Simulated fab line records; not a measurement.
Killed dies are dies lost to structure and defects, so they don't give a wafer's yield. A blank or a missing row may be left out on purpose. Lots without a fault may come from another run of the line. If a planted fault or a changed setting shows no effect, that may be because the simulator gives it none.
Struck lot and sound lot, side by side -- flow sky130 -- 14 out of 708 route steps
Sound: the wafers L302.1, L302.3, L302.4. Wafers struck: L305.2, L305.3, L305.5. The cause comes at the end.
For every step that has rows: the tool of each side, followed by ch and its chambers, followed by its first start. Under that, the readings that differ: sound wafers -- struck wafers -- difference of the means -- sigmas: that difference in standard deviations of wafers without a fault.
alike: a reading whose means differ by less than 2 such deviations, as well as words and numbers matching on both sides. not compared: withheld readings; readings where some wafer has no value; bounds like >300 that might hide an equal value; numbers whose values overlap and for which the record gives no deviation.
A row with sigmas, a row that says differs or no value, or rows on one side alone: a step with any of these is where the two part. When numbers do not overlap yet have no deviation, they are printed without sigmas and do not part them. A reading that every wafer of one side lacks parts them only if that side has two wafers or more.

first, 1 step without rows for these wafers: SKY_FIELD_ISO_DEVELOP_12 (develop time 60 s).
SKY_FIELD_ISO_CD_MEAS_13 targets a cd of 150 nm.
  struck on cdSem-02, day 3 21:04; sound on cdSem-02, day 3 07:14
  alike: cdNm
SKY_FIELD_ISO_ETCH_14: etches BARC in N2/H2, stops on SiO2, time 45.9 s, target depth 60 nm.
  sound on rieDiel-02 ch 0,2, day 3 07:22; struck on rieDiel-01 ch 0,1, day 3 21:10
  alike: drypumpMotorCurrentA, oesProductAu, throttleValvePct
  not compared: rfHoursCounterH
SKY_FIELD_ISO_ETCH_15: etches the open film in CHF3/O2, stops on Si, target depth 180 nm, time 72 s.
  sound on rieDiel-02 ch 0,2, day 3 07:24; struck on rieDiel-01 ch 0,1, day 3 21:12
reading,sound,struck,difference,sigmas
drypumpMotorCurrentA (A),5.7 4.8 5.7,6.6 6.4 6.4,+1.1,+2
  alike: oesProductAu, throttleValvePct
  not compared: rfHoursCounterH
SKY_FIELD_ISO_STRIP_16: strips in O2/N2.
  sound on plasmaAsher-02 ch 0,1, day 3 07:28; struck on plasmaAsher-03 ch 1, day 3 21:16
  alike: drypumpMotorCurrentA, oesProductAu, stripTimeToEndpointS
  not compared: rfHoursCounterH
SKY_FIELD_ISO_ETCH_17: etches Si in HBr/Cl2/O2, target depth 342 nm, time 97.7 s.
  sound on rieSi-02 ch 1,2,3, day 3 07:34; struck on rieSi-01 ch 1,3, day 3 21:22
  alike: drypumpMotorCurrentA, oesProductAu, throttleValvePct
  not compared: rfHoursCounterH
then, 5 steps without rows for these wafers: SKY_FIELD_ISO_WET_ETCH_18 (etches Si3N4 in H3PO4, target depth 25 nm, time 286 s); SKY_FIELD_ISO_CLEAN_19 (cleans in SC1/SC2, time 150 s); SKY_FIELD_ISO_CLEAN_20 (cleans in dHF, time 20 s); SKY_FIELD_ISO_WET_ETCH_21 (etches SiO2 in dHF, target depth 20 nm, time 400 s); SKY_FIELD_ISO_OXIDATION_22 (stabilise 600 s, purge 300 s, target thk 10 nm).
SKY_FIELD_ISO_THK_MEAS_23:
  struck on filmMetro-03, day 3 22:53; sound on filmMetro-04, day 3 11:21
  alike: FIELD_ISO_OXIDATION_01_THK
SKY_FIELD_ISO_CVD_24: deposits SiO2, target thk 595 nm, time 99.2 s.
  sound on hdpcvd-01 ch 0,1, day 3 11:25; struck on hdpcvd-01 ch 1,2, day 3 22:56
  no value came back on the struck wafers for pressureMtorr (mTorr), runLengthS (s); on the sound wafers pressureMtorr (mTorr) reads 6.012 5.992 5.992
SKY_PAD_OPEN_PROBE_99:
  the record has rows for the sound wafers here (prober-01, day 46 21:32) and none for the struck ones

== WHERE THEY PART ==
First at SKY_FIELD_ISO_ETCH_15; last, within this record, at SKY_PAD_OPEN_PROBE_99.

WHY: what had been put in by the simulator
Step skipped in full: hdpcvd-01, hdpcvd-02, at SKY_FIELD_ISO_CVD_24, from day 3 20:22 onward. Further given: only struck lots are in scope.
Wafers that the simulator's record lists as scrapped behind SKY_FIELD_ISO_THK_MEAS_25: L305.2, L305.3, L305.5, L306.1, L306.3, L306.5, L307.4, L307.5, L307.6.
